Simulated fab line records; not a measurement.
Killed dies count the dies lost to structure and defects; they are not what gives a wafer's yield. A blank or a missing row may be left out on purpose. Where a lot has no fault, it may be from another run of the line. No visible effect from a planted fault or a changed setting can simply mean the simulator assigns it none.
Which tool is to blame? -- flow sky130 -- 6 lots (18 wafers sampled), 1 step of a 708-step route

WHAT EACH GAUGE READ, for each wafer
SKY_SD_P_OVL_MEAS_08.
lot,measured,on,SD_P_OVL (nm)
L299,day 26 06:37,overlay-02,1.7 1.3 0.5
L306,day 28 15:58,overlay-01,-0.9 -2.0 -0.4
L311,day 31 14:10,overlay-02,-1.1 -1.5 -0.5
L313,day 32 07:06,overlay-01,2.6 1.8 1.2
L315,day 32 18:44,overlay-02,-2.3 -1.4 -0.3
L319,day 33 17:22,overlay-01,2.0 0.5 1.3

TOOL THAT RAN EACH LOT (tool first, then ch and the chambers of the sampled wafers, then the start)
Record: no process step prior to these readings.

THE ANSWER, worked out from the rows above alone
Rule: usual is defined by the lots themselves. Put in order of their means at a reading, lots are off if they are a third of the lots or fewer, leave a main group of 4 or more, and stand apart from it by a gap of 3 or more times the standard deviation of the main group's means; of several such gaps the widest counts. The tables above print the reading to a certain number of digits; a main group whose means all agree to those digits is not used. A lot without any number at a reading at which 4 lots or more have one is off too. Any other lot the step has rows for is counted as sound.
None of the lots is off at any reading shown; this tells nothing.

WHAT THE SIMULATOR HAD INSERTED
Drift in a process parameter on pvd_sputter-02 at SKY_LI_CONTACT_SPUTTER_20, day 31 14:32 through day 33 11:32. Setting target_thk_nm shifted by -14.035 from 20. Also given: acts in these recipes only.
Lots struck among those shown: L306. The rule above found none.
